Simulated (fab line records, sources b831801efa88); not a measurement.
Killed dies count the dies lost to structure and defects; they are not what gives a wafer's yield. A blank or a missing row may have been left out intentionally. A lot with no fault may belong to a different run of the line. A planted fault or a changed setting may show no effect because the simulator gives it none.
A struck lot beside a sound one | flow gf180mcu | 15 steps out of a route of 602
Sound: the wafers L849.2, L849.3, L849.4. The struck wafers were L855.1, L855.3, L855.6. Last of all comes the cause.
Per side, at each step with rows, come the tool, then ch with its chambers, and then its first start. Under that, the readings that differ: sound wafers | struck wafers | difference of the means | sigmas: that difference in standard deviations of wafers without a fault.
alike: same words and numbers on both sides, and readings whose means sit less than 2 such deviations apart. not compared: any withheld reading, any reading some wafer has no value for, any bound like >300 that may hide the same value, and any number with overlapping values for which the record gives no deviation.
The two part at a step that has a row with sigmas, a row that says differs or no value, or rows on one side only. Non-overlapping numbers with no deviation appear without sigmas and do not part them. A reading that every wafer of one side lacks parts them only if that side has two wafers or more.

first, 3 steps without rows for these wafers: GF_V1_EXPOSE_11 (exposes mask Via1, target cd 260 nm); GF_V1_PEB_12 (peb time 90 s); GF_V1_DEVELOP_13 (develop time 60 s).
GF_V1_CD_MEAS_14 targets a cd of 260 nm.
  struck on cdSem-01, day 20 14:01; sound on cdSem-01, day 18 02:14
reading   | sound             | struck            | difference | sigmas
cdNm (nm) | 257.0 257.2 257.3 | 261.9 260.9 262.4 | +4.6       | +3
GF_V1_OVL_MEAS_15:
  struck on overlay-01, day 20 14:08; sound on overlay-02, day 18 02:22
  alike: V1_OVL
GF_V1_ETCH_16: etches BARC in N2/H2.
  sound on rieDiel-01 ch 0,1,2, day 18 02:23; struck on rieDiel-03 ch 0,2,3, day 20 14:10
reading             | sound             | struck            | difference | sigmas
oesProductAu (a.u.) | 0.853 0.861 0.871 | 0.851 0.852 0.852 | -0.010     | -2
  alike: drypumpMotorCurrentA, throttleValvePct
GF_V1_ETCH_17: etches SiO2 in C4F8/O2/Ar, stops on TiN, target depth 630 nm.
  sound on rieDiel-01 ch 0,1,2; struck on rieDiel-03 ch 0,2,3
  alike: oesProductAu
GF_V1_STRIP_18: strips in O2/N2.
  sound on plasmaAsher-02 ch 0,1, day 18 02:31; struck on plasmaAsher-04 ch 1, day 20 14:18
  alike: drypumpMotorCurrentA, heaterPowerW, oesProductAu
  not compared: rfHoursCounterH
then, 2 steps without rows for these wafers: GF_V1_STRIP_19 (strips in post etch residue remover, time 1200 s); GF_V1_CLEAN_20 (cleans in DIW).
GF_V1_SPUTTER_21: material Ti, target thk 15 nm, time 80.02 s.
  struck on pvdSputter-04, day 20 15:14; sound on pvdSputter-04, day 18 03:23
  alike: throttleValvePct
GF_V1_SPUTTER_22: material TiN, target thk 10 nm, time 40 s.
  struck on pvdSputter-04, day 20 15:17; sound on pvdSputter-04, day 18 03:27
  alike: throttleValvePct
GF_V1_CVD_23: deposits W, target thk 350 nm, time 105.05 s.
  sound on cvdW-01 ch 0,1, day 18 03:29; struck on cvdW-01 ch 0,1, day 20 15:20
  no value came back on the struck wafers for chamberPressureTorr (Torr), heaterPowerOuterW (W), heaterPowerW (W); on the sound wafers chamberPressureTorr (Torr) reads 40.01 40.00 39.93
GF_V1_RS_MEAS_24: the measuring method here is four-point-probe.
  struck on filmMetro-03, day 20 15:49; sound on filmMetro-03, day 18 03:37
reading          | sound             | struck               | difference | sigmas
V1_W_RS (ohm/sq) | 0.324 0.327 0.326 | 44.107 44.273 43.753 | +43.719    | +99 or more
  not compared: hold
GF_PASSIVATION_PROBE_99:
  sound wafers here have rows in the record (prober-02, day 29 01:57); struck ones have none

WHERE THEY PART
Earliest at GF_V1_CD_MEAS_14; latest, in this record, at GF_PASSIVATION_PROBE_99.

WHY: what had been put in by the simulator
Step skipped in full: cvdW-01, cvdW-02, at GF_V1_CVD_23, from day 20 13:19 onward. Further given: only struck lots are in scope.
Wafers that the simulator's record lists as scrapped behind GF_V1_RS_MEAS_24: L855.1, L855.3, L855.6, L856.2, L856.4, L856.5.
